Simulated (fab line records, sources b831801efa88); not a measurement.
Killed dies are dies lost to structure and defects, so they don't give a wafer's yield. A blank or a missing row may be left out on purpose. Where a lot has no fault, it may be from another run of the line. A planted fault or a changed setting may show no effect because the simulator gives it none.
fab line records | flow sky130
record lots=6 | wafers=18 | lastDay=50
route steps=708 shown PWDE@46 NWELL@56
lots untouched by any fault: they come from a run of this same line in which no faults occurred
startH: the number of hours between the record's first day and the start of the first shown wafer of the lot | waitH: hours since the lot's step before | " same as the row above | L1.1+2: a single row standing in for several wafers | - value missing, or start not given | * or withheld: withheld | < > ~ a bound
route shown NAME@n: NAME is a module with steps in the file, n the number in the route of the first one | usual: mean/standard deviation of fault-free wafers | same: alike in all rows | chamber/n: place in a boat | sites: each site's reading | _std_site: standard deviation of those values | _edge_site: mean of outer sites minus mean of inner sites | radiusMm: for every site, how far away it sits from the centre of the wafer | mask NAME#n: copy n | behind: the most recent tool/chamber to have shaped the wafer | hold: the reason the lot was held/the length of the hold in hours/how it ended | device: whichever transistor did not switch (one of n, p or np) | end of line: the same wafers' tests at the end of the route | for a step that has no rows: nothing shown but its recipe | killed: dies lost to structure and defects at the first sort, not the wafer's yield | map: shows each die of a wafer: x if killed, . if not, _ if none is there
set.NAME: the setting as run; set.NAME@STEP: as run at that earlier step | model.NAME: the simulator's own value behind a step, which no gauge read
lots at some steps of the route; a table a step, a row a wafer
services: from which hour (startH, from the record's first day; less than 0 if before it) a tool's chamber was out of use, for how many hours, and why
## steps
# step SKY_PWDE_HMDS_01
# recipe primeTimeS=60 | primeTempC=120
# step SKY_PWDE_COAT_02
# recipe spinRpm=2000 | resistThkNm=3000
# step SKY_PWDE_SOFTBAKE_03
# recipe tempC=110 | timeS=withheld
# step SKY_PWDE_EXPOSE_04
# recipe maskId=PWDEM | na=0.6 | sourceShape=conventional | sigmaOuter=0.6 | polarization=unpolarized | targetCdNm=840 | doseMj=214
# step SKY_PWDE_PEB_05
# recipe tempC=115 | timeS=withheld
# step SKY_PWDE_DEVELOP_06
# recipe wallAngleDeg=90 | developer=TMAH | developTimeS=60 | devTempC=23
# step SKY_PWDE_OVL_MEAS_07
# usual PWDE_OVL=0.2/1.5
lot.wafer | tool       | chamber | startH | waitH | PWDE_OVL[nm]
L869.2    | overlay-02 | -       | 69.72  | -     | -3.3
L869.5    | "          | -       | "      | "     | -1.4
L869.6    | "          | -       | "      | "     | -1.3
L871.1    | overlay-01 | -       | 77.14  | -     | 0.9
L871.2    | "          | -       | "      | "     | 0.6
L871.4    | "          | -       | "      | "     | 0.1
L881.1    | overlay-02 | -       | 135.63 | -     | -0.5
L881.2    | "          | -       | "      | "     | -0.6
L881.5    | "          | -       | "      | "     | -1.0
L882.1    | overlay-02 | -       | 143.01 | -     | -1.5
L882.2    | "          | -       | "      | "     | 0.2
L882.5    | "          | -       | "      | "     | 0.6
L883.1    | overlay-01 | -       | 150.08 | -     | 2.7
L883.3    | "          | -       | "      | "     | 2.0
L883.5    | "          | -       | "      | "     | -0.1
L891.2    | overlay-02 | -       | 198.75 | -     | 0.0
L891.5    | "          | -       | "      | "     | -1.4
L891.6    | "          | -       | "      | "     | -0.2
# step SKY_PWDE_IMPLANT_08
# recipe species=B | energyKev=150 | doseCm2=3.6e+12 | tiltDeg=withheld
# step SKY_PWDE_STRIP_09
# recipe chemistry=O2/N2 | powerW=1400 | pressureMtorr=1500 | platenTempC=withheld | o2FlowSccm=3000 | n2FlowSccm=300 | overashFraction=0.5
# usual drypumpMotorCurrentA=5.9/0.31 | oesProductAu=0.723/0.0044 | stripTimeToEndpointS=36.91/0.11
lot.wafer | tool           | chamber | startH | waitH | drypumpMotorCurrentA | oesProductAu | rfHoursCounterH | stripTimeToEndpointS
L869.2    | plasmaAsher-04 | 0       | 69.90  | 0.1   | 5.8                  | 0.723        | 40              | 36.92
L869.5    | "              | 0       | "      | "     | 5.8                  | 0.723        | -               | 36.88
L869.6    | "              | 1       | "      | "     | 5.6                  | 0.721        | -               | 36.88
L871.1    | plasmaAsher-01 | 1       | 77.33  | 0.1   | 6.0                  | 0.726        | 37              | 36.82
L871.2    | "              | 0       | "      | "     | 6.5                  | 0.724        | 37              | 36.70
L871.4    | "              | 0       | "      | "     | 6.5                  | 0.721        | -               | 36.72
L881.1    | plasmaAsher-03 | 1       | 135.81 | 0.1   | 5.6                  | 0.729        | 28              | 37.13
L881.2    | "              | 0       | "      | "     | 5.7                  | 0.728        | 28              | 36.97
L881.5    | "              | 1       | "      | "     | 5.6                  | 0.725        | -               | 37.13
L882.1    | plasmaAsher-01 | 1       | 143.20 | 0.1   | 6.0                  | 0.733        | 45              | 36.90
L882.2    | "              | 0       | "      | "     | 6.5                  | 0.714        | 45              | 36.94
L882.5    | "              | 0       | "      | "     | 6.5                  | 0.722        | -               | 37.05
L883.1    | plasmaAsher-01 | 0       | 150.26 | 0.1   | 6.5                  | 0.722        | 46              | 37.09
L883.3    | "              | 0       | "      | "     | 6.5                  | 0.718        | -               | 37.02
L883.5    | "              | 0       | "      | "     | 6.5                  | 0.725        | -               | 37.07
L891.2    | plasmaAsher-03 | 0       | 198.93 | 0.1   | 5.7                  | 0.720        | 33              | 36.83
L891.5    | "              | 1       | "      | "     | 5.7                  | 0.719        | -               | 36.82
L891.6    | "              | 0       | "      | "     | 5.7                  | 0.727        | -               | 36.90
# step SKY_PWDE_TW_MEAS_10
# usual PWDE_TW=379/3.9
lot.wafer | tool         | chamber | startH | waitH | PWDE_TW
L869.2    | filmMetro-04 | -       | 70.01  | 0.1   | 384
L869.5    | "            | -       | "      | "     | 382
L869.6    | "            | -       | "      | "     | 381
L871.1    | filmMetro-02 | -       | 77.43  | 0.1   | 376
L871.2    | "            | -       | "      | "     | 376
L871.4    | "            | -       | "      | "     | 376
L881.1    | filmMetro-01 | -       | 135.91 | 0.1   | 377
L881.2    | "            | -       | "      | "     | 377
L881.5    | "            | -       | "      | "     | 378
L882.1    | filmMetro-04 | -       | 143.30 | 0.1   | 385
L882.2    | "            | -       | "      | "     | 386
L882.5    | "            | -       | "      | "     | 388
L883.1    | filmMetro-01 | -       | 150.36 | 0.1   | 378
L883.3    | "            | -       | "      | "     | 377
L883.5    | "            | -       | "      | "     | 377
L891.2    | filmMetro-01 | -       | 199.04 | 0.1   | 377
L891.5    | "            | -       | "      | "     | 377
L891.6    | "            | -       | "      | "     | 375
# step SKY_NWELL_DEHYDRATE_03
# recipe tempC=200 | timeS=60
# step SKY_NWELL_HMDS_04
# recipe primeTimeS=60 | primeTempC=120
# step SKY_NWELL_COAT_05
# recipe spinRpm=2000 | resistThkNm=3000
# usual chillPlateTempC=22.99/0.11 | dispensePressureKPa=51/3.6 | spinSpeedRpm=2000.2/1.2
lot.wafer | tool          | chamber | startH | waitH | chillPlateTempC | dispensePressureKPa | spinSpeedRpm
L869.2    | lithoTrack-03 | 0       | 78.07  | 0.1   | 23.04           | 56                  | 2000.8
L869.5    | "             | 0       | "      | "     | 23.07           | 56                  | 1999.5
L869.6    | "             | 0       | "      | "     | 23.07           | 56                  | 2001.3
L871.1    | lithoTrack-01 | 0       | 85.17  | 0.1   | 23.00           | 49                  | 1999.6
L871.2    | "             | 0       | "      | "     | 22.98           | 49                  | 1997.9
L871.4    | "             | 0       | "      | "     | 23.15           | 49                  | 1999.2
L881.1    | lithoTrack-01 | -       | 145.12 | 0.1   | -               | -                   | -
L881.2    | "             | -       | "      | "     | -               | -                   | -
L881.5    | "             | -       | "      | "     | -               | -                   | -
L882.1    | lithoTrack-01 | -       | 152.47 | 0.1   | -               | -                   | -
L882.2    | "             | -       | "      | "     | -               | -                   | -
L882.5    | "             | -       | "      | "     | -               | -                   | -
L883.1    | lithoTrack-02 | 0       | 160.23 | 0.1   | 23.00           | 48                  | 1999.6
L883.3    | "             | 0       | "      | "     | 22.94           | 48                  | 1999.5
L883.5    | "             | 0       | "      | "     | 23.02           | 48                  | 1999.6
L891.2    | lithoTrack-02 | 0       | 209.60 | 0.1   | 22.91           | 48                  | 2000.1
L891.5    | "             | 0       | "      | "     | 23.06           | 48                  | 1998.5
L891.6    | "             | 0       | "      | "     | 23.00           | 48                  | 1999.0
# step SKY_NWELL_SOFTBAKE_06
# recipe tempC=110 | timeS=withheld
# step SKY_NWELL_EXPOSE_07
# recipe maskId=NWM | na=0.6 | sourceShape=conventional | sigmaOuter=0.6 | polarization=unpolarized | targetCdNm=840 | doseMj=255
# step SKY_NWELL_PEB_08
# recipe tempC=115 | timeS=withheld
# step SKY_NWELL_DEVELOP_09
# recipe wallAngleDeg=90 | developer=TMAH | developTimeS=60 | devTempC=23
# step SKY_NWELL_OVL_MEAS_10
# usual NWELL_00_OVL=-1.0/1.5
lot.wafer | tool       | chamber | startH | waitH | NWELL_00_OVL[nm]
L869.2    | overlay-01 | -       | 86.25  | -     | -0.4
L869.5    | "          | -       | "      | "     | -1.6
L869.6    | "          | -       | "      | "     | -1.0
L871.1    | overlay-01 | -       | 94.32  | -     | 0.9
L871.2    | "          | -       | "      | "     | 1.2
L871.4    | "          | -       | "      | "     | -0.3
L881.1    | overlay-01 | -       | 154.98 | -     | -
L881.2    | "          | -       | "      | "     | -
L881.5    | "          | -       | "      | "     | -
L882.1    | overlay-02 | -       | 162.18 | -     | -
L882.2    | "          | -       | "      | "     | -
L882.5    | "          | -       | "      | "     | -
L883.1    | overlay-02 | -       | 169.84 | -     | -2.1
L883.3    | "          | -       | "      | "     | -2.1
L883.5    | "          | -       | "      | "     | -1.0
L891.2    | overlay-01 | -       | 221.23 | -     | -0.5
L891.5    | "          | -       | "      | "     | -1.0
L891.6    | "          | -       | "      | "     | -0.1
# step SKY_NWELL_IMPLANT_11
# recipe species=P | energyKev=403.6 | doseCm2=1.9e+13 | tiltDeg=withheld
# step SKY_NWELL_IMPLANT_12
# recipe species=P | energyKev=120 | doseCm2=1.3e+12 | tiltDeg=withheld
# step SKY_NWELL_IMPLANT_13
# recipe species=P | energyKev=50 | doseCm2=7e+11 | tiltDeg=withheld
# step SKY_NWELL_STRIP_14
# recipe chemistry=O2/N2 | powerW=1400 | pressureMtorr=1500 | platenTempC=withheld | o2FlowSccm=3000 | n2FlowSccm=300 | overashFraction=0.5
# usual drypumpMotorCurrentA=5.68/0.27 | oesProductAu=0.722/0.0048 | stripTimeToEndpointS=36.88/0.1
lot.wafer | tool           | chamber | startH | waitH | drypumpMotorCurrentA | oesProductAu | rfHoursCounterH | stripTimeToEndpointS
L869.2    | plasmaAsher-02 | 0       | 86.73  | 0.1   | 5.26                 | 0.717        | 42              | 36.88
L869.5    | "              | 0       | "      | "     | 5.23                 | 0.723        | -               | 36.82
L869.6    | "              | 1       | "      | "     | 6.11                 | 0.724        | -               | 36.86
L871.1    | plasmaAsher-04 | 1       | 94.81  | 0.1   | 5.52                 | 0.718        | 43              | 36.91
L871.2    | "              | 0       | "      | "     | 5.81                 | 0.723        | 43              | 36.86
L871.4    | "              | 1       | "      | "     | 5.54                 | 0.720        | -               | 36.86
L881.1    | plasmaAsher-04 | 1       | 155.46 | 0.1   | 5.51                 | -            | 4               | -
L881.2    | "              | 0       | "      | "     | 5.82                 | -            | 4               | -
L881.5    | "              | 1       | "      | "     | 5.50                 | -            | -               | -
L882.1    | plasmaAsher-03 | 1       | 162.66 | 0.1   | 5.68                 | -            | 30              | -
L882.2    | "              | 0       | "      | "     | 5.74                 | -            | 30              | -
L882.5    | "              | 0       | "      | "     | 5.71                 | -            | -               | -
L883.1    | plasmaAsher-02 | 1       | 170.33 | 0.1   | 6.14                 | 0.718        | 52              | 36.87
L883.3    | "              | 0       | "      | "     | 5.22                 | 0.726        | -               | 36.84
L883.5    | "              | 0       | "      | "     | 5.24                 | 0.724        | -               | 36.84
L891.2    | plasmaAsher-02 | 0       | 221.90 | 0.1   | 5.25                 | 0.721        | 56              | 37.04
L891.5    | "              | 0       | "      | "     | 5.25                 | 0.730        | -               | 36.89
L891.6    | "              | 1       | "      | "     | 6.14                 | 0.730        | -               | 36.91
# step SKY_NWELL_TW_MEAS_15
# usual NWELL_TW=1844/19
lot.wafer | tool         | chamber | startH | waitH | NWELL_TW
L869.2    | filmMetro-01 | -       | 86.84  | 0.1   | 1845
L869.5    | "            | -       | "      | "     | 1836
L869.6    | "            | -       | "      | "     | 1835
L871.1    | filmMetro-02 | -       | 94.91  | 0.1   | 1832
L871.2    | "            | -       | "      | "     | 1834
L871.4    | "            | -       | "      | "     | 1826
L881.1    | filmMetro-02 | -       | 155.56 | 0.1   | 1827
L881.2    | "            | -       | "      | "     | 1818
L881.5    | "            | -       | "      | "     | 1823
L882.1    | filmMetro-01 | -       | 162.76 | 0.1   | 1832
L882.2    | "            | -       | "      | "     | 1829
L882.5    | "            | -       | "      | "     | 1834
L883.1    | filmMetro-02 | -       | 170.43 | 0.1   | 1830
L883.3    | "            | -       | "      | "     | 1821
L883.5    | "            | -       | "      | "     | 1827
L891.2    | filmMetro-02 | -       | 222.01 | 0.1   | 1822
L891.5    | "            | -       | "      | "     | 1820
L891.6    | "            | -       | "      | "     | 1817
# step SKY_NWELL_DEHYDRATE_16
# recipe tempC=200 | timeS=60
# step SKY_NWELL_HMDS_17
# recipe primeTimeS=60 | primeTempC=120
# step SKY_NWELL_COAT_18
# recipe spinRpm=2000 | resistThkNm=3000
# step SKY_NWELL_SOFTBAKE_19
# recipe tempC=110 | timeS=withheld
# step SKY_NWELL_EXPOSE_20
# recipe maskId=NWM_COMPLEMENT | na=0.6 | sourceShape=conventional | sigmaOuter=0.6 | polarization=unpolarized | targetCdNm=840 | doseMj=260
# step SKY_NWELL_PEB_21
# recipe tempC=115 | timeS=withheld
# step SKY_NWELL_DEVELOP_22
# recipe wallAngleDeg=90 | developer=TMAH | developTimeS=60 | devTempC=23
# step SKY_NWELL_OVL_MEAS_23
# usual NWELL_01_OVL=-0.7/1.3
lot.wafer | tool       | chamber | startH | waitH | NWELL_01_OVL[nm]
L869.2    | overlay-02 | -       | 103.93 | -     | -0.9
L869.5    | "          | -       | "      | "     | -2.7
L869.6    | "          | -       | "      | "     | -1.5
L871.1    | overlay-01 | -       | 112.08 | -     | -2.9
L871.2    | "          | -       | "      | "     | -2.3
L871.4    | "          | -       | "      | "     | -2.4
L881.1    | overlay-02 | -       | 175.09 | -     | -0.4
L881.2    | "          | -       | "      | "     | -1.0
L881.5    | "          | -       | "      | "     | -0.8
L882.1    | overlay-02 | -       | 183.09 | -     | -0.6
L882.2    | "          | -       | "      | "     | 0.3
L882.5    | "          | -       | "      | "     | -1.3
L883.1    | overlay-02 | -       | 191.29 | -     | 2.7
L883.3    | "          | -       | "      | "     | 1.5
L883.5    | "          | -       | "      | "     | 1.4
L891.2    | overlay-02 | -       | 245.78 | -     | -1.3
L891.5    | "          | -       | "      | "     | -0.8
L891.6    | "          | -       | "      | "     | 0.0
# step SKY_NWELL_IMPLANT_24
# recipe species=B | energyKev=140 | doseCm2=9.2e+12 | tiltDeg=withheld
# step SKY_NWELL_STRIP_25
# recipe chemistry=O2/N2 | powerW=1400 | pressureMtorr=1500 | platenTempC=withheld | o2FlowSccm=3000 | n2FlowSccm=300 | overashFraction=0.5
# usual drypumpMotorCurrentA=5.68/0.26 | oesProductAu=0.723/0.0043 | stripTimeToEndpointS=36.86/0.095
lot.wafer | tool           | chamber | startH | waitH | drypumpMotorCurrentA | oesProductAu | rfHoursCounterH | stripTimeToEndpointS
L869.2    | plasmaAsher-02 | 0       | 104.11 | 0.1   | 5.23                 | 0.722        | 44              | 36.88
L869.5    | "              | 0       | "      | "     | 5.23                 | 0.731        | -               | 36.88
L869.6    | "              | 1       | "      | "     | 6.12                 | 0.724        | -               | 36.95
L871.1    | plasmaAsher-02 | 1       | 116.07 | 3.9   | 6.12                 | 0.725        | 45              | 37.02
L871.2    | "              | 0       | "      | "     | 5.26                 | 0.726        | 45              | 37.01
L871.4    | "              | 1       | "      | "     | 6.13                 | 0.722        | -               | 36.88
L881.1    | plasmaAsher-04 | 1       | 175.28 | 0.1   | 5.54                 | 0.724        | 6               | 36.82
L881.2    | "              | 0       | "      | "     | 5.80                 | 0.712        | 6               | 36.87
L881.5    | "              | 1       | "      | "     | 5.52                 | 0.718        | -               | 36.94
L882.1    | plasmaAsher-04 | 1       | 183.28 | 0.1   | 5.50                 | 0.722        | 7               | 36.94
L882.2    | "              | 0       | "      | "     | 5.84                 | 0.725        | 7               | 36.82
L882.5    | "              | 0       | "      | "     | 5.83                 | 0.726        | -               | 36.90
L883.1    | plasmaAsher-03 | 0       | 191.48 | 0.1   | 5.71                 | 0.721        | 32              | 36.81
L883.3    | "              | 1       | "      | "     | 5.75                 | 0.717        | -               | 36.79
L883.5    | "              | 0       | "      | "     | 5.68                 | 0.718        | -               | 36.87
L891.2    | plasmaAsher-03 | 0       | 245.96 | 0.1   | 5.67                 | 0.721        | 38              | 36.95
L891.5    | "              | 1       | "      | "     | 5.68                 | 0.721        | -               | 37.00
L891.6    | "              | 0       | "      | "     | 5.69                 | 0.725        | -               | 36.99
# step SKY_NWELL_TW_MEAS_26
# usual NWELL_2_TW=502/5.4
lot.wafer | tool         | chamber | startH | waitH | NWELL_2_TW
L869.2    | filmMetro-02 | -       | 104.22 | 0.1   | 497
L869.5    | "            | -       | "      | "     | 494
L869.6    | "            | -       | "      | "     | 499
L871.1    | filmMetro-04 | -       | 116.17 | 0.1   | 507
L871.2    | "            | -       | "      | "     | 506
L871.4    | "            | -       | "      | "     | 509
L881.1    | filmMetro-01 | -       | 175.38 | 0.1   | 1854
L881.2    | "            | -       | "      | "     | 1840
L881.5    | "            | -       | "      | "     | 1842
L882.1    | filmMetro-02 | -       | 183.38 | 0.1   | 1835
L882.2    | "            | -       | "      | "     | 1837
L882.5    | "            | -       | "      | "     | 1833
L883.1    | filmMetro-04 | -       | 191.58 | 0.1   | 508
L883.3    | "            | -       | "      | "     | 508
L883.5    | "            | -       | "      | "     | 510
L891.2    | filmMetro-04 | -       | 246.07 | 0.1   | 512
L891.5    | "            | -       | "      | "     | 509
L891.6    | "            | -       | "      | "     | 511
# step SKY_NWELL_CLEAN_27
# recipe chemistry=SC1/SC2 | mix=1:4:20 | tempC=70 | timeS=150 | dry=n2Spin
## services
tool           | chamber | startH | hours | kind
plasmaAsher-02 | -       | 69.87  | 3.5   | repair
plasmaAsher-03 | -       | 77.84  | 21.3  | repair
plasmaAsher-01 | -       | 86.72  | 2.8   | pm
lithoTrack-01  | -       | 90.31  | -     | consumableReplace:filter
plasmaAsher-04 | -       | 108.75 | 9.0   | pm
plasmaAsher-04 | 0       | 108.75 | 9.0   | ventCycle
plasmaAsher-04 | 1       | 108.75 | 9.0   | ventCycle
plasmaAsher-02 | -       | 110.65 | 5.4   | repair
plasmaAsher-03 | -       | 112.16 | 11.3  | repair
plasmaAsher-04 | 0       | 117.75 | -     | clean
plasmaAsher-04 | 1       | 117.75 | -     | clean
plasmaAsher-03 | -       | 128.24 | 2.5   | repair
plasmaAsher-03 | -       | 138.45 | 2.4   | repair
plasmaAsher-04 | -       | 231.93 | 3.5   | repair
## key
firstSign step=SKY_NWELL_COAT_05 | reading=toolRecord | direction=missing
effect step=SKY_NWELL_OVL_MEAS_10 | reading=NWELL_00_OVL | direction=missing
effect step=SKY_NWELL_TW_MEAS_26 | reading=NWELL_2_TW | direction=up | sigmas=99+ | usual=502 | struck=1840
metAt SKY_NWELL_COAT_05
struckWafers L881.1,L881.2,L881.5,L882.1,L882.2,L882.5
sortLeftOut L881.1,L881.2,L881.5,L882.1,L882.2,L882.5
testerLeftOut L881,L882
onsetBetween 85.17 145.12
fault kind=skippedStepWhole | tool=lithoTrack-01 | chamber=- | onsetH=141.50 | steps=SKY_NWELL_COAT_05 | scope=struckLotsOnly
# testerLeftOut: of these lots the tester's yield and bins aren't shown, on N5 and GAA mostly nor the transistor test; their killed dies are dies lost to structure and defects alone, not to doping, threshold or leakage, so they don't give the yield
# sortLeftOut: the simulated sort isn't trusted on such a fault, so these wafers' sort isn't shown, and their yield isn't known
